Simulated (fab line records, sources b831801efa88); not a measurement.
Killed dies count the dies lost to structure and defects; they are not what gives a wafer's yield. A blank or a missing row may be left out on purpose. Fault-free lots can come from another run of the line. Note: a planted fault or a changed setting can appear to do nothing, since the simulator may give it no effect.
Which tool did it? -- flow gf180mcu -- Sampling: 13 lots, 39 wafers, 5 of 602 route steps

WHAT THE GAUGES SHOWED, per wafer
GF_DUAL_GATE_THK_MEAS_03.
lot,measured,on,DUAL_GATE_OXIDATION_00_THK (nm)
L311,day 7 15:23,film-metro-04,10.95 10.86 10.98
L313,day 8 04:49,film-metro-03,10.78 10.75 10.78
L314,day 8 12:42,film-metro-03,10.68 10.62 10.68
L315,day 8 20:10,film-metro-04,10.94 10.90 10.86
L316,day 9 00:46,film-metro-04,11.07 11.14 11.23
L317,day 9 08:43,film-metro-02,10.80 10.64 10.77
L319,day 9 23:32,film-metro-04,10.66 10.68 10.67
L320,day 10 07:04,film-metro-03,11.00 11.11 10.95
L322,day 10 14:33,film-metro-02,10.85 10.87 10.85
L323,day 10 22:16,film-metro-04,11.06 10.88 10.96
L324,day 11 04:45,film-metro-03,10.76 10.82 10.93
L325,day 11 20:56,film-metro-02,10.75 10.73 10.66
L326,day 12 04:11,film-metro-02,10.64 10.43 10.52

GF_POLY_GATE_CD_MEAS_10: the cd target is 280 nm.
lot,measured,on,cd-nm (nm)
L311,day 9 03:37,cd-sem-01,279.7 279.2 279.8
L313,day 9 17:53,cd-sem-01,283.4 283.6 283.2
L314,day 10 02:21,cd-sem-01,279.4 279.2 280.4
L315,day 10 11:09,cd-sem-02,280.3 281.6 282.0
L316,day 10 15:15,cd-sem-02,279.1 279.3 278.1
L317,day 11 00:01,cd-sem-02,278.6 280.4 278.7
L319,day 11 14:55,cd-sem-02,279.3 279.2 278.5
L320,day 11 23:41,cd-sem-02,280.2 280.2 280.3
L322,day 12 07:37,cd-sem-01,280.9 280.9 280.9
L323,day 12 15:53,cd-sem-01,281.9 281.6 281.3
L324,day 12 22:40,cd-sem-01,279.4 279.0 278.6
L325,day 13 18:36,cd-sem-01,280.3 280.1 281.2
L326,day 13 23:12,cd-sem-01,282.3 282.5 282.6

GF_HV_LDD_TW_MEAS_38.
lot,measured,on,HV_LDD_3_TW
L311,day 11 12:07,film-metro-01,1434 1435 1428
L313,day 12 05:07,film-metro-02,1455 1444 1457
L314,day 12 14:44,film-metro-01,1438 1427 1432
L315,day 12 23:35,film-metro-03,1446 1436 1441
L316,day 13 04:11,film-metro-01,1446 1455 1448
L317,day 13 14:37,film-metro-02,1447 1447 1447
L319,day 14 04:40,film-metro-03,1428 1421 1427
L320,day 14 14:34,film-metro-02,1449 1441 1443
L322,day 14 23:14,film-metro-01,1440 1444 1447
L323,day 15 09:55,film-metro-01,1595 1601 1595
L324,day 15 16:14,film-metro-03,1601 1600 1597
L325,day 16 14:44,film-metro-03,1607 1598 1599
L326,day 16 19:29,film-metro-02,1596 1594 1597

TOOL THAT RAN EACH LOT (tool first, then ch and the chambers of the sampled wafers, then the start)
lot,GF_VT_IMPLANT_STRIP_42,GF_HV_LDD_IMPLANT_35
L311,"plasma-asher-02 ch 0,1, day 7 12:58","implanter-01 ch 0, day 11 11:43"
L313,"plasma-asher-02 ch 0,1, day 8 02:01","implanter-01 ch 0, day 12 04:43"
L314,"plasma-asher-01 ch 0,1, day 8 10:09","implanter-04 ch 0, day 12 14:22"
L315,"plasma-asher-01 ch 0, day 8 17:03","implanter-01 ch 0, day 12 23:11"
L316,"plasma-asher-04 ch 0,1, day 8 21:50","implanter-04 ch 0, day 13 03:48"
L317,"plasma-asher-02 ch 0,1, day 9 05:57","implanter-01 ch 0, day 13 14:14"
L319,"plasma-asher-04 ch 0,1, day 9 21:07","implanter-04 ch 0, day 14 04:16"
L320,"plasma-asher-01 ch 0,1, day 10 02:29","implanter-01 ch 0, day 14 14:10"
L322,"plasma-asher-04 ch 0,1, day 10 11:33","implanter-01 ch 0, day 14 22:52"
L323,"plasma-asher-04 ch 0,1, day 10 19:50","implanter-04 ch 0, day 15 09:31"
L324,"plasma-asher-04 ch 0,1, day 11 02:21","implanter-01 ch 0, day 15 15:52"
L325,"plasma-asher-04 ch 0,1, day 11 17:15","implanter-04 ch 0, day 16 14:22"
L326,"plasma-asher-01 ch 0,1, day 12 01:25","implanter-01 ch 0, day 16 19:06"
- GF_VT_IMPLANT_STRIP_42: strips in O2/N2.
- GF_HV_LDD_IMPLANT_35

WHAT THE TOOLS THEMSELVES READ (means of the sampled wafers that have a number; where no wafer has one, the mark that the record gives instead)
GF_VT_IMPLANT_STRIP_42.
lot,tool,drypump-motor-current-A (A),heater-power-w (W),o2-flow-sccm (sccm),oes-product-au (a.u.),strip-time-to-endpoint-s (s)
L311,plasma-asher-02,5.08,330,3000,0.715,12.64
L313,plasma-asher-02,5.10,331,3016,0.718,12.62
L314,plasma-asher-01,5.52,314,2998,0.720,12.66
L315,plasma-asher-01,5.24,320,3003,0.717,12.66
L316,plasma-asher-04,5.46,310,3003,0.715,12.69
L317,plasma-asher-02,5.11,331,3008,0.715,12.59
L319,plasma-asher-04,5.42,299,2995,0.715,12.57
L320,plasma-asher-01,5.79,315,3015,0.717,12.65
L322,plasma-asher-04,5.44,299,3001,0.712,12.59
L323,plasma-asher-04,5.47,310,3001,0.719,12.65
L324,plasma-asher-04,5.44,300,3002,0.713,12.60
L325,plasma-asher-04,5.42,299,3000,0.718,12.60
L326,plasma-asher-01,5.78,314,2998,0.719,12.62

THE ANSWER, worked out from the rows above alone
Rule: the usual values come from the lots themselves. Put in order of their means at a reading, lots are off if they are a third of the lots or fewer, leave a main group of 4 or more, and stand apart from it by a gap of 3 or more times the standard deviation of the main group's means; of several such gaps the widest counts. If all means in a main group match to the digits the tables above print for the reading, that group is not used. Also off: a lot with no number at a reading for which 4 or more lots have one. All remaining lots with rows at the step are treated as sound. The gauges are gone through in route order, then the tools' own readings, and for those a lot's mean is taken as printed above. At the first step where some lot is off, the reading lying furthest off is the one used; lots without a number count as furthest.
Off: at GF_HV_LDD_TW_MEAS_38 (HV_LDD_3_TW), L323, L324, L325, L326. The main group: mean 1441, standard deviation 8.5.
A tool fits if, at a process step before that reading, it ran every lot that is off, and no sound lot after the first of them. The gauges at GF_HV_LDD_TW_MEAS_38 are tried like those tools. No candidate that was tried fits.

WHAT HAD BEEN PUT IN BY THE SIMULATOR
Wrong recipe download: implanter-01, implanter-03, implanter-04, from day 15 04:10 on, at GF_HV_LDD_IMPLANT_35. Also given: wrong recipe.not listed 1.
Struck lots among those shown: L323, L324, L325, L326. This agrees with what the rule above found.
